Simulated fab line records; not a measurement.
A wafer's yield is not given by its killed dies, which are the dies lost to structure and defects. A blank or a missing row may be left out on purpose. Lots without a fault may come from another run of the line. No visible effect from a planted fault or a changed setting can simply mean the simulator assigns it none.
Which tool was responsible?	flow gf180mcu	6 lots, 18 wafers sampled, at 3 steps of a route of 602

## WHAT THE GAUGES READ, wafer by wafer
GF_LVPWELL_OVL_MEAS_07.
lot	measured	on	LVPWELL_OVL (nm)
L885	day 4 06:17	overlay-01	-0.8 -0.1 1.5
L891	day 5 18:00	overlay-01	-1.1 -2.1 -1.0
L898	day 7 10:03	overlay-02	-0.3 0.6 2.1
L900	day 7 19:13	overlay-01	2.4 1.7 0.2
L902	day 8 09:25	overlay-01	-1.9 -2.4 0.0
L904	day 8 22:19	overlay-01	0.3 0.6 -1.9

## WHICH TOOL RAN EACH LOT (tool, then ch and the chambers of the sampled wafers, then the start)
lot	GF_STI_ETCH_14	GF_NWELL_EXPOSE_04
L885	rie si-01 ch 0,2,3, day 2 11:16	iline stepper-02 ch 0, day 3 11:22
L891	rie si-02 ch 1,2,3, day 3 17:51	iline stepper-02 ch 0, day 4 19:56
L898	rie si-01 ch 0,2,3, day 5 06:18	iline stepper-01 ch 0, day 6 10:44
L900	rie si-02 ch 0,2,3, day 5 16:16	iline stepper-01 ch 0, day 6 18:38
L902	rie si-01 ch 0,1, day 6 02:56	iline stepper-01 ch 0, day 7 09:26
L904	rie si-02 ch 0,1,3, day 6 14:58	iline stepper-02 ch 0, day 7 21:41
- GF_STI_ETCH_14: etches Si in HBr/Cl2/O2, target depth 360 nm, time 102.9 s.
- GF_NWELL_EXPOSE_04: exposes mask Nwell, target cd 860 nm.

## THE ANSWER, worked out from the rows above alone
Rule: the lots themselves supply what counts as usual. Put in order of their means at a reading, lots are off if they are a third of the lots or fewer, leave a main group of 4 or more, and stand apart from it by a gap of 3 or more times the standard deviation of the main group's means; of several such gaps the widest counts. Not used: any main group whose means are identical at the precision the tables above print for the reading. Also off: a lot with no number at a reading for which 4 or more lots have one. The other lots that the step has rows for count as sound.
Nothing can be told from this: no lot is off at any reading shown.

## WHAT WAS PUT IN BY THE SIMULATOR
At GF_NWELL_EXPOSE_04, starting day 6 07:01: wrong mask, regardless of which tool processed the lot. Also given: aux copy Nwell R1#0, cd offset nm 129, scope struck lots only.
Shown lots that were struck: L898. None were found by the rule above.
